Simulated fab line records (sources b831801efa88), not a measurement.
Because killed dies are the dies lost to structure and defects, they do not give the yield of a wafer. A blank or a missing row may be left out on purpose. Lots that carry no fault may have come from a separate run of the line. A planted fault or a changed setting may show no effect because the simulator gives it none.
2 desks looking at one fault / flow sky130 / what lay behind the numbers comes last; until then each desk has only its own

== FROM THE METROLOGY DESK ==
Lot by lot, what the gauges showed, no matter which tool ran the lot: averages of those sampled wafers that carry a number. Marked OUT: a lot whose mean sits more than 4 standard deviations from the usual mean, which makes it out of limits; the brackets give that distance.
Columns: A = LI_CONTACT_BOW at SKY_LI_CONTACT_BOW_MEAS_03, usual 56 um; B = LOCAL_INTERCONNECT_TIN_RS at SKY_LOCAL_INTERCONNECT_RS_MEAS_01, usual 14.16 ohm/sq; C = LOCAL_INTERCONNECT_TIN_THK at SKY_LOCAL_INTERCONNECT_THK_MEAS_02, usual 100.6 nm
lot=L228; first seen here=day 27 16:52; A=54; B=14.19; C=99.7
lot=L229; first seen here=day 28 01:43; A=55; B=14.09; C=100.6
lot=L230; first seen here=day 28 20:10; A=56; B=14.03; C=101.4
lot=L232; first seen here=day 29 07:13; A=56; B=13.73; C=104.5 (+4.0) OUT
lot=L241; first seen here=day 32 08:28; A=61; B=14.20; C=99.8
lot=L242; first seen here=day 32 22:06; A=56; B=14.20; C=100.6
lot=L243; first seen here=day 33 00:40; A=56; B=14.41; C=99.4
lot=L244; first seen here=day 33 05:34; A=67; B=14.13; C=101.3
lot=L249; first seen here=day 35 07:05; A=45; B=14.08; C=101.0
lot=L251; first seen here=day 35 14:47; A=50; B=14.30; C=99.5
This desk reports L232 out of limits; the earliest was L232 at day 30 12:56 (LOCAL_INTERCONNECT_TIN_THK at SKY_LOCAL_INTERCONNECT_THK_MEAS_02). L228, L229, L230, L241, L242, L243, L244, L249, L251: within limits.

== THE TOOL OWNER'S DESK: pvd sputter-02 ==
At SKY_LOCAL_INTERCONNECT_SPUTTER_00 (material TiN, target thk 100 nm, time 83.3 s) the tool's own readings: per lot run on this tool, the mean of the sampled wafers that have a number. Marked OUT: a lot whose mean sits more than 4 standard deviations from the usual mean, which makes it out of limits; the brackets give that distance.
Columns: A = throttle valve pct at SKY_LOCAL_INTERCONNECT_SPUTTER_00, usual 29.9 %
lot=L228; first seen here=day 28 23:44; A=30.7
lot=L229; first seen here=day 29 07:30; A=30.5
lot=L232; first seen here=day 30 12:46; A=29.9
lot=L242; first seen here=day 34 02:17; A=29.9
lot=L243; first seen here=day 34 04:31; A=29.8
lot=L244; first seen here=day 34 08:31; A=29.6
Finding of this desk: none of the 6 lots has anything out of limits.

== ALL TOGETHER ==
An alarm was possible from the metrology desk at day 30 12:56, on L232.
Nothing out of limits was seen by the tool owner's desk.
On record at the tool owner's desk: L232, within its limits.
All the named lots went through SKY_LOCAL_INTERCONNECT_SPUTTER_00 on pvd sputter-02.

== WHAT HAD BEEN PUT IN BY THE SIMULATOR ==
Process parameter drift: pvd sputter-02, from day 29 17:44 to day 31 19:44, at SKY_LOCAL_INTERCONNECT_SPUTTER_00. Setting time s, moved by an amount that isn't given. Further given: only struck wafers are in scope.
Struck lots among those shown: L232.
Delay in hours, fault start to first out-of-limits reading, per desk: metrology desk 19.
